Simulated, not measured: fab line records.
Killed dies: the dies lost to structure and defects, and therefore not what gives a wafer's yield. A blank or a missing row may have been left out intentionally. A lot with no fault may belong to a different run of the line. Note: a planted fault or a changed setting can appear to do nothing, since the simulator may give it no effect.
Code-filled problem report in 8D (eight disciplines) form | flow gf180mcu | the parts of the form that need people (team, actions taken, sign-off) are left out

## 1. WHAT WENT WRONG
V5_W_RS at GF_V5_RS_MEAS_24 reads a mean of 0.384 ohm/sq on 4 wafers of 2 lots; wafers without a fault read 0.328 ohm/sq with a standard deviation of 0.0035. Relative to the usual mean, that is a shift of +16 standard deviations.
The step: measures by four-point-probe.
First observed at day 29 15:05: wafer L981.1, on film metro-04. Wafers with a number at this step in the record: 33, from 11 lots. By rule, "out" or "out of limits" means more than 4 standard deviations away from the usual mean. The rest of the wafers with a number are treated as sound.

## 2. WHAT IT IS, AND WHAT IT ISN'T
question                    | is                             | is not
which readings at this step | V5_W_RS                        | -
which lots                  | L981, L983                     | L975, L976, L977, L984, L985, L986, L987, L993, L994
which wafers of those lots  | L981.1, L981.4, L981.6, L983.1 | L983.2, L983.5
read on which gauges        | film metro-03, film metro-04   | film metro-02
when                        | from day 29 15:05              | up to then (9 sound wafers); but 20 sound wafers of L983, L984, L985, L986, L987, L993, L994 came after

## 3. THE SUSPECTS, EACH WITH WHAT RULES IT OUT
Counting: a tool at a process step up to the reading stays a suspect if it ran every lot that is out. Sound lots after the first of them don't rule it out here, since some wafers of a struck lot are sound.
- the gauge at GF_V5_RS_MEAS_24 has been ruled out. The wafers that are out were read on 2 gauges (film metro-03, film metro-04).
- rie diel-02 at GF_V5_ETCH_16 (etches BARC in N2/H2): kept. Ran every lot that is out, first one L981 (day 29 14:11); last sound lot up to then L975 (day 27 23:35).
- cvd w-01 at GF_V5_CVD_23 (deposits W, target thk 350 nm, time 104.9 s): kept. Ran every lot that is out, first one L981 (day 29 14:58); last sound lot up to then L977 (day 28 14:16).
- Within cvd w-01 at GF_V5_CVD_23, the wafers that are out were processed in chamber 0 and their sound lot-mates in chamber 1.
After counting, rie diel-02 at GF_V5_ETCH_16 and cvd w-01 at GF_V5_CVD_23 remain.

## 4. THE CAUSE (what the simulator had put in)
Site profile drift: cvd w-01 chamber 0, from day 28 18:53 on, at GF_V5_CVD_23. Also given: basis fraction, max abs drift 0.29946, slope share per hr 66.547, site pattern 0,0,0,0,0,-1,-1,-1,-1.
After counting, 2 suspects remain, this tool included.

## 5. SEQUENCE OF EFFECTS, ordered by route
Each row: a reading where the mean over the struck wafers with a number is more than 3 standard deviations away from the usual. Only readings whose record carries a usual standard deviation are examined. hours: median over the lots of the time between each lot's start at the first step of this table that gives one and its start at this step. sigmas: the change, counted in usual standard deviations.
hours | step              | reading  | usual        | on struck wafers | change | sigmas
0     | GF_V5_RS_MEAS_24  | V5_W_RS  | 0.328 ohm/sq | 0.384            | +0.056 | +16
4     | GF_V5_THK_MEAS_25 | V5_W_THK | 345 nm       | 306              | -39    | -6.9

## 6. WHAT WOULD HAVE CAUGHT IT SOONER
Counted from the fault's start at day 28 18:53, it took 20 hours until the first out-of-limits reading at a measuring or inspecting step in this record, taken at day 29 15:05.
An alarm limit of 4 standard deviations would not have fired on the tool readings at GF_V5_CVD_23 for which the record gives a usual standard deviation, since none of them was out on any struck wafer.
Of the lots that are out (2), L983 began GF_V5_CVD_23 on cvd w-01 after day 29 15:05. A hold on the tool at that time would have spared it.
